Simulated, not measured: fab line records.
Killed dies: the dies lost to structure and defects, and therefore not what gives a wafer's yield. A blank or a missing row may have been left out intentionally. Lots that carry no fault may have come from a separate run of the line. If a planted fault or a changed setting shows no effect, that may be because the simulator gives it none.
Which tool did it? ; flow gf180mcu ; 42 wafers from 14 lots sampled at 4 of the route's 602 steps

WHAT EACH GAUGE READ, for each wafer
GF_HV_LDD_TW_MEAS_23. Usual: HV_LDD_2_TW 1055, standard deviation 7.6.
lot;measured;on;HV_LDD_2_TW;flag
L644;day 10 19:29;film-metro-02;1052 1061 1062;
L645;day 11 01:29;film-metro-02;1054 1061 1053;
L646;day 11 07:09;film-metro-02;1056 1064 1057;
L647;day 11 17:44;film-metro-02;1060 1060 1063;
L648;day 12 08:46;film-metro-04;1051 1044 1046;
L650;day 12 19:18;film-metro-01;1050 1051 1054;
L651;day 13 00:59;film-metro-01;1053 1055 1054;
L655;day 14 13:08;film-metro-01;1053 1050 1052;
L656;day 14 17:13;film-metro-02;1056 1056 1053;
L661;day 16 07:29;film-metro-02;1052 1051 1053;
L662;day 16 11:44;film-metro-04;1045 1045 1044;
L663;day 16 18:05;film-metro-02;1055 1052 1049;
L664;day 17 01:26;film-metro-01;1066 1060 1064;
L666;day 17 15:39;film-metro-01;1067 1067 1062;

GF_SALICIDE_RS_MEAS_04: measurement is done with a four-point probe. Usual: SALICIDE_TIN_RS 16.29 ohm/sq, standard deviation 0.28.
lot;measured;on;SALICIDE_TIN_RS (ohm/sq);flag
L644;day 15 02:07;film-metro-03;15.81 16.00 15.86;
L645;day 15 10:14;film-metro-02;16.16 16.43 16.24;
L646;day 15 15:57;film-metro-02;16.18 16.01 16.25;
L647;day 16 03:46;film-metro-01;16.05 16.12 15.99;
L648;day 16 21:58;film-metro-02;16.11 16.09 16.16;
L650;day 17 11:22;film-metro-01;16.14 16.06 16.53;
L651;day 17 17:19;film-metro-02;15.88 15.86 15.82;
L655;day 19 12:17;film-metro-03;16.58 16.42 16.57;
L656;day 19 19:53;film-metro-02;16.30 16.42 16.04;
L661;day 21 10:11;film-metro-02;16.46 16.52 16.21;
L662;day 21 15:40;film-metro-02;16.37 16.13 16.83;
L663;day 21 22:22;film-metro-03;16.46 16.29 16.55;
L664;day 22 05:58;film-metro-03;16.27 16.15 16.21;
L666;day 22 20:55;film-metro-03;16.41 16.11 16.40;

EACH LOT AND THE TOOL THAT RAN IT (in order: tool; ch and the chambers of the sampled wafers; start)
lot;GF_HV_LDD_STRIP_10;GF_PSD_DEVELOP_06
L644;plasma-asher-04 ch 0,1, day 10 00:23;litho-track-01 ch 0, day 14 04:38
L645;plasma-asher-03 ch 0,1, day 10 06:32;litho-track-04 ch 0, day 14 11:04
L646;plasma-asher-03 ch 0,1, day 10 12:44;litho-track-02 ch 0, day 14 16:23
L647;plasma-asher-04 ch 0,1, day 10 23:26;litho-track-04 ch 0, day 15 05:04
L648;plasma-asher-03 ch 0,1, day 11 13:01;litho-track-04 ch 0, day 15 22:00
L650;plasma-asher-03 ch 0,1, day 11 23:56;litho-track-02 ch 0, day 16 10:53
L651;plasma-asher-04 ch 0,1, day 12 05:23;litho-track-01 ch 0, day 16 16:52
L655;plasma-asher-04 ch 0,1, day 13 16:13;litho-track-04, day 18 10:46
L656;plasma-asher-04 ch 0,1, day 13 20:35;litho-track-02, day 18 17:16
L661;plasma-asher-02 ch 0,1, day 15 08:52;litho-track-01 ch 0, day 20 08:20
L662;plasma-asher-04 ch 0,1, day 15 13:07;litho-track-01 ch 0, day 20 14:11
L663;plasma-asher-02 ch 0,1, day 15 19:44;litho-track-04 ch 0, day 20 21:48
L664;plasma-asher-03 ch 0,1, day 16 03:14;litho-track-04 ch 0, day 21 04:48
L666;plasma-asher-04 ch 0,1, day 16 17:07;litho-track-04 ch 0, day 21 20:04
- GF_HV_LDD_STRIP_10: strips in O2/N2.
- GF_PSD_DEVELOP_06: develop time 60 s.

AS READ BY THE TOOLS THEMSELVES (means over the sampled wafers that have a number; for cases with no such wafer, the mark the record gives instead)
GF_HV_LDD_STRIP_10. Usual: drypump-motor-current-A 5.7 A, standard deviation 0.45; heater-power-w 356 W, standard deviation 23; oes-product-au 0.715 a.u., standard deviation 0.0041; platen-temp-c 250.00 C, standard deviation 0.18; strip-time-to-endpoint-s 12.62 s, standard deviation 0.041.
lot;tool;drypump-motor-current-A (A);heater-power-w (W);oes-product-au (a.u.);platen-temp-c (C);strip-time-to-endpoint-s (s);flag
L644;plasma-asher-04;6.2;374;0.714;249.92;12.60;
L645;plasma-asher-03;5.6;324;0.714;250.06;12.64;
L646;plasma-asher-03;5.5;342;0.718;250.14;12.64;
L647;plasma-asher-04;5.8;364;0.718;249.96;12.64;
L648;plasma-asher-03;5.5;343;0.714;249.92;12.61;
L650;plasma-asher-03;5.6;323;0.716;250.02;12.61;
L651;plasma-asher-04;5.8;365;0.714;250.15;12.64;
L655;plasma-asher-04;5.8;361;0.714;249.91;12.58;
L656;plasma-asher-04;5.8;365;0.716;249.89;12.53;
L661;plasma-asher-02;5.3;364;0.716;250.01;12.62;
L662;plasma-asher-04;5.8;369;0.712;250.04;12.61;
L663;plasma-asher-02;5.3;363;0.720;250.09;12.56;
L664;plasma-asher-03;5.6;341;0.718;250.01;12.60;
L666;plasma-asher-04;5.8;364;0.715;250.14;12.61;

GF_PSD_DEVELOP_06. Usual: chill-plate-temp-C 23.00 C, standard deviation 0.097; exhaust-pa 45.0 Pa, standard deviation 0.94.
lot;tool;chill-plate-temp-C (C);exhaust-pa (Pa);flag
L644;litho-track-01;22.86;44.4;
L645;litho-track-04;23.10;45.2;
L646;litho-track-02;22.98;45.6;
L647;litho-track-04;22.90;45.1;
L648;litho-track-04;23.03;44.6;
L650;litho-track-02;22.95;45.2;
L651;litho-track-01;22.92;44.9;
L655;litho-track-04;-;-;OFF
L656;litho-track-02;-;-;OFF
L661;litho-track-01;23.01;45.7;
L662;litho-track-01;22.96;45.3;
L663;litho-track-04;23.04;44.7;
L664;litho-track-04;22.97;43.7;
L666;litho-track-04;23.00;46.2;

THE ANSWER, worked out from the rows above alone
Rule: lot off if the mean of its wafers having a number is beyond 3 standard deviations from the usual mean. A lot without any number at a reading at which 4 lots or more have one is off too. Where the step has rows for the other lots, those lots are counted as sound. Order of review: gauges by route order, followed by the tools' own readings, for which a lot's mean as printed above is used. At the first step where some lot is off, the reading lying furthest off is the one used; lots without a number count as furthest.
Off: L655, L656, at GF_PSD_DEVELOP_06 (chill-plate-temp-C). Without a number there: L655, L656.
If a tool, at that step or one of the process steps before it, ran each lot that is off and ran no sound lot following the first of them, it fits. Not one of the candidates tried fits.

WHAT THE SIMULATOR PUT IN
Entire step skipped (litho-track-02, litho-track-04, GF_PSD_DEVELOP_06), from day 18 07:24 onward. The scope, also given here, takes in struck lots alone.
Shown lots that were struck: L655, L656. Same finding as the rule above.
